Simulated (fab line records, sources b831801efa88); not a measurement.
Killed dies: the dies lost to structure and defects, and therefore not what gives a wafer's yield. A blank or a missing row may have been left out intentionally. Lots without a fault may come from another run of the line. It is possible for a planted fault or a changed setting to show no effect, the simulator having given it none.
8D (eight disciplines) problem report, filled in by code | flow gf180mcu | the parts of the form that need people (team, actions taken, sign-off) are left out

== 1. THE ISSUE ==
Wafers with no fault read 398.0 W with a standard deviation of 1.5, whereas rf-fwd-power-W at GF_HV_LDD_ETCHBACK_58 reads a mean of 559.9 W on 1 wafer of 1 lot. That is +99 or more standard deviations from the usual mean.
The step: etches Si3N4 in CH3F/O2, stops on SiO2, time 100 s, target depth 90 nm.
Earliest sighting: wafer L640.1 on rie-diel-03 at day 16 12:49. At this step, 15 wafers from 5 lots have a number in the record. Rule for "out" (also "out of limits"): further than 4 standard deviations from the usual mean. All remaining wafers that have a number are taken as sound.

== 2. WHAT IT IS, WHAT IT ISN'T ==
question                    | is                | is not
which readings at this step | rf-fwd-power-W    | drypump-motor-current-A, oes-product-au, throttle-valve-pct
which lots                  | L640              | L632, L633, L642, L643
which wafers of those lots  | L640.1            | L640.2, L640.3
read on which tools         | rie-diel-03       | rie-diel-01
when                        | from day 16 12:49 | up to then (8 sound wafers); but 6 sound wafers of L642, L643 came after

== 3. SUSPECTS, AND WHAT RULES EACH OUT ==
Counting: any tool at a process step up to the reading remains a suspect provided it ran every lot that is out. Sound lots after the first of them don't rule it out here, since some wafers of a struck lot are sound.
- plasma-asher-03 at GF_HV_LDD_STRIP_49 (strips in O2/N2): kept. It ran the lot that is out, L640 (day 16 09:51).
- rtp-anneal-01 at GF_HV_LDD_RTA_52 (time 10 s): kept. It ran the lot that is out, L640 (day 16 10:04); its last sound lot up to then is L633 (day 13 06:47).
- rie-diel-03 at GF_HV_LDD_ETCHBACK_58 (etches Si3N4 in CH3F/O2, stops on SiO2, time 100 s, target depth 90 nm): kept. It ran the lot that is out, L640 (day 16 12:49); its last sound lot up to then is L633 (day 13 09:31). Its own readings are out on those wafers: rf-fwd-power-W.
- In rie-diel-03 at GF_HV_LDD_ETCHBACK_58, the wafers that are out were processed in chamber 0 and their sound lot-mates in chambers 1, 3.
The count leaves plasma-asher-03 at GF_HV_LDD_STRIP_49, rtp-anneal-01 at GF_HV_LDD_RTA_52, and rie-diel-03 at GF_HV_LDD_ETCHBACK_58.

== 4. THE CAUSE (what the simulator had put in) ==
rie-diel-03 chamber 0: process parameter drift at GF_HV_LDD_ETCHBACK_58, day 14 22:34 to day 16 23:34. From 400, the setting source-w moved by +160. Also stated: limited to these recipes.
Counting left 3 suspects, and this tool is among them.

== 5. SEQUENCE OF EFFECTS, ordered by route ==
One row per reading whose mean, taken over the struck wafers that have a number, lies over 3 standard deviations from the usual. Only readings whose record carries a usual standard deviation are examined. hours: median over the lots of the time between each lot's start at the first step of this table that gives one and its start at this step. sigmas: the change, counted in usual standard deviations.
hours | step                  | reading        | usual   | on struck wafers | change | sigmas
0     | GF_HV_LDD_ETCHBACK_58 | rf-fwd-power-W | 398.0 W | 559.9            | +161.9 | +99 or more
Process steps it contains:
- GF_HV_LDD_ETCHBACK_58: etches Si3N4 in CH3F/O2, stops on SiO2, time 100 s, target depth 90 nm.
At these later measuring or inspecting steps, every struck wafer for which the step has a row has a number for every such reading, and none has moved that far: GF_NSD_CD_MEAS_07, GF_NSD_OVL_MEAS_08, GF_NSD_TW_MEAS_12, GF_PSD_CD_MEAS_07, GF_PSD_OVL_MEAS_08, GF_PSD_TW_MEAS_11.

== 6. HOW IT WOULD HAVE BEEN CAUGHT EARLIER ==
The fault began at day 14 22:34; the first out-of-limits reading in this record came at day 16 12:49, 38 hours later.
